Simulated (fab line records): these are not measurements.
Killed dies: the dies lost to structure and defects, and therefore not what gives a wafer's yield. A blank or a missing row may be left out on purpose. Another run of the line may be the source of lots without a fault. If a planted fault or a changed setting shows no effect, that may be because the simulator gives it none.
fab line records	flow gf180mcu
[record] lots = 14	wafers = 39	last_day = 34
route steps=602 shown MVPSD@87 POLY_GATE@158 HV_LDD@195
lots untouched by any fault: they come from a run of this same line in which no faults occurred
start_h: start of the lot's first displayed wafer, in hours after the record's first day	wait_h: hours elapsed since this lot's preceding step	" the same as in the row above	L1.1+2: a single row standing in for several wafers	- value missing, or start not given	* or withheld: withheld	< > ~ a bound
route shown NAME@n: a module of which the file shows steps, and the number in the route of the first	usual: average and standard deviation across the fault-free wafers	same: alike in all rows	chamber/n: place in a boat	sites: readings site by site	_std_site: standard deviation of those values	_edge_site: the outer-site mean with the inner-site mean subtracted	radius_mm: how far each site lies from the wafer's centre	mask NAME#n: copy n	behind: tool/chamber where the wafer was last shaped	hold: the reason the lot was held/the length of the hold in hours/how it ended	device: which transistor (n, p or np) failed to switch	end of line: tests run on the same wafers once the route is complete	a step with no rows: only its recipe	killed: dies that structure and defects cost at the first sort, which is not the same as the wafer's yield	map: per-die view of a wafer (x killed, . not killed, _ where there is no die)
set.NAME: setting as actually run; set.NAME@STEP: the setting as run at that earlier step	model.NAME: the simulator's own value behind a step, which no gauge read
one table for each step of the route and one row for each wafer, over a sample of lots
services: from which hour (start_h, from the record's first day; less than 0 if before it) a tool's chamber was out of use, for how many hours, and why
[[steps]]
[step GF_MVPSD_IMPLANT_09]
[recipe] species = B	energy_kev = 40	dose_cm2 = 5e+12	tilt_deg = 0
[usual] tilt_deg = 0.007/0.019
lot.wafer	tool	chamber	start_h	wait_h	tilt_deg
L967.1	implanter-02	0	106.51	0.1	0.007
L967.2	"	0	"	"	0.014
L967.5	"	0	"	"	0.035
L968.1	implanter-03	0	111.52	0.1	-0.049
L968.2	"	0	"	"	-0.020
L968.3	"	0	"	"	-0.009
L969.3	implanter-03	0	118.27	0.1	0.011
L969.5	"	0	"	"	0.010
L969.6	"	0	"	"	0.043
L970.3	implanter-03	0	123.51	0.1	0.036
L970.5	"	0	"	"	0.003
L970.6	"	0	"	"	0.020
L971.2	implanter-03	0	131.30	0.1	0.037
L971.3	"	0	"	"	0.051
L971.5	"	0	"	"	0.018
L972.1	implanter-02	0	136.27	0.1	0.018
L972.3	"	0	"	"	0.023
L972.4	"	0	"	"	0.028
L973.1	implanter-01	0	142.57	0.1	-0.003
L973.2	"	0	"	"	0.013
L973.3	"	0	"	"	0.001
L974.3	implanter-01	0	150.87	0.1	0.015
L974.5	"	0	"	"	0.006
L974.6	"	0	"	"	-0.005
L976.3	implanter-02	0	159.72	0.1	-0.001
L976.4	"	0	"	"	-0.007
L977.3	implanter-02	0	165.16	0.1	0.008
L977.4	"	0	"	"	-0.007
L980.1	implanter-02	0	185.62	0.1	0.007
L980.6	"	0	"	"	-0.005
L984.1	implanter-03	0	208.01	0.1	0.001
L984.2	"	0	"	"	0.011
L984.4	"	0	"	"	0.050
L987.2	implanter-01	0	227.43	0.1	-0.012
L987.4	"	0	"	"	0.018
L987.6	"	0	"	"	-0.007
L988.2	implanter-01	0	232.80	0.1	0.000
L988.3	"	0	"	"	0.009
L988.5	"	0	"	"	-0.001
[step GF_VT_IMPLANT_RS_MEAS_49]
[recipe] thk_meas_gauge = four-point-probe
[usual] MVPSD_RS = 1169/4.4
lot.wafer	tool	chamber	start_h	wait_h	MVPSD_RS[ohm/sq]
L967.1	film_metro-02	-	171.13	0.1	1171
L967.2	"	-	"	"	1171
L967.5	"	-	"	"	1170
L968.1	film_metro-01	-	178.60	0.1	1163
L968.2	"	-	"	"	1163
L968.3	"	-	"	"	1163
L969.3	film_metro-04	-	184.73	0.1	1171
L969.5	"	-	"	"	1173
L969.6	"	-	"	"	1176
L970.3	film_metro-04	-	189.38	0.1	1171
L970.5	"	-	"	"	1172
L970.6	"	-	"	"	1171
L971.2	film_metro-02	-	198.55	0.1	1171
L971.3	"	-	"	"	1171
L971.5	"	-	"	"	1174
L972.1	film_metro-02	-	205.29	0.1	1171
L972.3	"	-	"	"	1170
L972.4	"	-	"	"	1170
L973.1	film_metro-02	-	212.90	0.1	1172
L973.2	"	-	"	"	1178
L973.3	"	-	"	"	1173
L974.3	film_metro-02	-	221.28	0.1	1169
L974.5	"	-	"	"	1168
L974.6	"	-	"	"	1171
L976.3	film_metro-01	-	232.23	0.1	1158
L976.4	"	-	"	"	1197
L977.3	film_metro-01	-	236.08	0.1	1168
L977.4	"	-	"	"	1203
L980.1	film_metro-04	-	259.99	0.1	1201
L980.6	"	-	"	"	1164
L984.1	film_metro-02	-	285.65	0.1	1170
L984.2	"	-	"	"	1170
L984.4	"	-	"	"	1170
L987.2	film_metro-04	-	307.41	0.1	1168
L987.4	"	-	"	"	1168
L987.6	"	-	"	"	1172
L988.2	film_metro-04	-	312.66	0.1	1171
L988.3	"	-	"	"	1170
L988.5	"	-	"	"	1171
[step GF_POLY_GATE_THK_MEAS_01]
[recipe] reads = poly-Si_of_POLY_GATE_CVD_00
[usual] POLY_GATE_CVD_00_THK = 200.5/1.8
lot.wafer	tool	chamber	start_h	wait_h	POLY_GATE_CVD_00_THK[nm]
L967.1	film_metro-02	-	195.37	0.0	199.7
L967.2	"	-	"	"	201.2
L967.5	"	-	"	"	200.3
L968.1	film_metro-03	-	200.86	0.0	201.0
L968.2	"	-	"	"	199.9
L968.3	"	-	"	"	201.5
L969.3	film_metro-03	-	207.50	0.0	202.9
L969.5	"	-	"	"	201.6
L969.6	"	-	"	"	200.0
L970.3	film_metro-03	-	211.95	0.0	196.2
L970.5	"	-	"	"	198.4
L970.6	"	-	"	"	196.6
L971.2	film_metro-01	-	221.65	0.0	201.4
L971.3	"	-	"	"	200.0
L971.5	"	-	"	"	200.5
L972.1	film_metro-02	-	230.17	0.0	204.6
L972.3	"	-	"	"	202.6
L972.4	"	-	"	"	202.1
L973.1	film_metro-01	-	237.76	0.0	200.5
L973.2	"	-	"	"	202.6
L973.3	"	-	"	"	199.6
L974.3	film_metro-02	-	244.77	0.0	200.9
L974.5	"	-	"	"	203.3
L974.6	"	-	"	"	202.5
L976.3	film_metro-02	-	256.18	0.0	197.0
L976.4	"	-	"	"	198.0
L977.3	film_metro-03	-	259.87	0.0	199.9
L977.4	"	-	"	"	200.5
L980.1	film_metro-02	-	285.02	0.0	202.4
L980.6	"	-	"	"	200.5
L984.1	film_metro-03	-	312.64	0.0	201.2
L984.2	"	-	"	"	200.1
L984.4	"	-	"	"	202.4
L987.2	film_metro-03	-	334.04	0.0	196.7
L987.4	"	-	"	"	196.9
L987.6	"	-	"	"	197.1
L988.2	film_metro-03	-	340.46	0.0	200.1
L988.3	"	-	"	"	199.6
L988.5	"	-	"	"	201.4
[step GF_HV_LDD_CD_MEAS_19]
[recipe] target_cd_nm = 400
[usual] cd_nm = 399.1/1.9
lot.wafer	tool	chamber	start_h	wait_h	cd_nm
L967.1	cd_sem-01	-	252.68	0.1	400.0
L967.2	"	-	"	"	400.5
L967.5	"	-	"	"	399.5
L968.1	cd_sem-01	-	259.72	0.1	399.1
L968.2	"	-	"	"	399.7
L968.3	"	-	"	"	397.4
L969.3	cd_sem-01	-	265.32	0.1	399.8
L969.5	"	-	"	"	395.6
L969.6	"	-	"	"	394.6
L970.3	cd_sem-02	-	271.36	0.1	398.7
L970.5	"	-	"	"	397.6
L970.6	"	-	"	"	398.4
L971.2	cd_sem-01	-	281.94	0.1	401.3
L971.3	"	-	"	"	402.1
L971.5	"	-	"	"	401.0
L972.1	cd_sem-01	-	290.52	0.1	398.6
L972.3	"	-	"	"	396.6
L972.4	"	-	"	"	398.9
L973.1	cd_sem-02	-	299.03	0.1	398.7
L973.2	"	-	"	"	399.8
L973.3	"	-	"	"	398.4
L974.3	cd_sem-01	-	306.82	0.1	392.5
L974.5	"	-	"	"	394.8
L974.6	"	-	"	"	394.8
L976.3	cd_sem-02	-	318.32	0.1	397.3
L976.4	"	-	"	"	398.9
L977.3	cd_sem-02	-	322.96	0.1	398.2
L977.4	"	-	"	"	400.8
L980.1	cd_sem-01	-	351.92	0.1	397.1
L980.6	"	-	"	"	396.9
L984.1	cd_sem-01	-	380.23	0.1	400.1
L984.2	"	-	"	"	399.1
L984.4	"	-	"	"	402.0
L987.2	cd_sem-01	-	405.24	0.1	400.5
L987.4	"	-	"	"	400.5
L987.6	"	-	"	"	399.4
L988.2	cd_sem-02	-	412.34	0.1	401.4
L988.3	"	-	"	"	400.1
L988.5	"	-	"	"	399.9
[step GF_HV_LDD_ETCHBACK_58]
[recipe] chemistry = CH3F/O2	target = Si3N4	stop_on = SiO2	source_w = 400	bias_w = 80	pressure_mtorr = 25	ch3f_flow_sccm = 40	O2_flow_sccm = 30	time_s = 100	target_depth_a = 900
[usual] drypump_motor_current_A = 5.8/0.49	oes_product_au = 0.842/0.0068	throttle_valve_pct = 10.560/0.0091
lot.wafer	tool	chamber	start_h	wait_h	drypump_motor_current_A	oes_product_au	rf_hours_counter_h	throttle_valve_pct
L967.1	rie_diel-01	1	296.44	0.1	6.4	0.846	15	10.556
L967.2	"	3	"	"	6.1	0.846	125	10.586
L967.5	"	0	"	"	6.4	0.838	-	10.568
L968.1	rie_diel-01	3	304.45	0.1	6.1	0.849	126	10.577
L968.2	"	0	"	"	6.3	0.852	39	10.576
L968.3	"	1	"	"	6.4	0.847	15	10.543
L969.3	rie_diel-03	2	309.84	0.0	6.0	0.831	27	10.555
L969.5	"	2	"	"	6.0	0.843	-	10.554
L969.6	"	1	"	"	5.7	0.825	-	10.561
L970.3	rie_diel-03	1	315.54	0.0	5.7	0.835	3	10.581
L970.5	"	1	"	"	5.7	0.832	-	10.549
L970.6	"	0	"	"	6.0	0.838	-	10.564
L971.2	rie_diel-01	3	326.46	0.0	6.1	0.835	126	10.547
L971.3	"	2	"	"	6.1	0.845	73	10.555
L971.5	"	1	"	"	6.4	0.842	-	10.559
L972.1	rie_diel-04	3	338.51	0.1	5.9	0.835	62	10.543
L972.3	"	1	"	"	4.6	0.845	77	10.554
L972.4	"	0	"	"	5.8	0.841	1	10.573
L973.1	rie_diel-04	3	345.89	0.1	5.8	0.844	62	10.555
L973.2	"	0	"	"	5.7	0.837	1	10.534
L973.3	"	2	"	"	5.8	0.831	78	10.558
L974.3	rie_diel-03	2	353.56	0.0	6.0	0.837	28	10.561
L974.5	"	3	"	"	5.4	0.843	-	10.549
L974.6	"	0	"	"	6.0	0.834	-	10.560
L976.3	rie_diel-01	3	367.09	0.0	6.1	0.844	1	10.550
L976.4	"	2	"	"	6.1	0.839	75	10.566
L977.3	rie_diel-01	1	371.31	0.0	6.4	0.839	17	10.558
L977.4	"	3	"	"	6.0	0.837	1	10.564
L980.1	rie_diel-03	3	401.75	0.1	5.4	0.848	0	10.545
L980.6	"	3	"	"	5.4	0.855	-	10.552
L984.1	rie_diel-03	0	432.56	0.1	6.0	0.845	46	10.566
L984.2	"	3	"	"	5.4	0.853	1	10.555
L984.4	"	2	"	"	6.0	0.848	30	10.552
L987.2	rie_diel-04	3	458.89	0.0	5.9	0.834	65	10.567
L987.4	"	1	"	"	4.6	0.842	80	10.559
L987.6	"	3	"	"	5.9	0.828	-	10.558
L988.2	rie_diel-01	3	465.85	0.0	6.1	0.839	2	10.560
L988.3	"	1	"	"	6.4	0.842	19	10.565
L988.5	"	3	"	"	6.0	0.824	-	10.540
[[services]]
tool	chamber	start_h	hours	kind
implanter-01	-	85.69	22.6	pm
implanter-02	-	90.47	2.2	pm
rie_diel-03	0	93.99	10.0	repair
rie_diel-01	2	105.18	11.7	repair
implanter-02	-	110.58	8.4	repair
implanter-02	-	116.91	3.2	repair
implanter-01	-	127.90	2.5	repair
implanter-01	-	130.43	8.6	pm
implanter-01	-	160.23	2.7	pm
rie_diel-03	0	164.45	3.8	repair
rie_diel-01	2	188.61	1.7	repair
rie_diel-01	-	200.09	0.3	repair
rie_diel-01	-	208.88	0.7	repair
implanter-02	-	220.64	3.4	repair
rie_diel-01	0	247.23	1.7	repair
rie_diel-03	3	268.24	6.2	repair
rie_diel-03	0	295.26	3.1	repair
rie_diel-01	2	298.92	7.6	repair
rie_diel-03	3	342.03	3.3	repair
rie_diel-03	-	349.28	0.4	repair
implanter-03	-	402.41	2.6	pm
rie_diel-01	3	413.63	7.4	repair
implanter-03	-	439.29	0.9	repair
rie_diel-01	-	445.65	15.6	pm
[[key]]
[first_sign] step = GF_VT_IMPLANT_RS_MEAS_49	reading = MVPSD_RS	direction = up	sigmas = 6.9	usual = 1169	struck = 1200
effect none on later readings
met_at GF_MVPSD_IMPLANT_09
struck_lots L976,L977,L980
struck_wafers L976.4,L977.4,L980.1
tester_left_out L976,L977,L980
not_acting_at GF_POLY_GATE_THK_MEAS_01,GF_HV_LDD_CD_MEAS_19,GF_HV_LDD_ETCHBACK_58
onset_between 136.27 159.72
[fault] kind = process_parameter_drift	tool = implanter-02	chamber = -	onset_h = 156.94	steps = GF_MVPSD_IMPLANT_09	channel = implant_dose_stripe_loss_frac	offset = 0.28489	shape = step	end_h = 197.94	scope = struck_wafers_only
// tester_left_out: of these lots the tester's yield and bins aren't shown, on N5 and GAA mostly nor the transistor test; their killed dies are dies lost to structure and defects alone, not to doping, threshold or leakage, so they don't give the yield
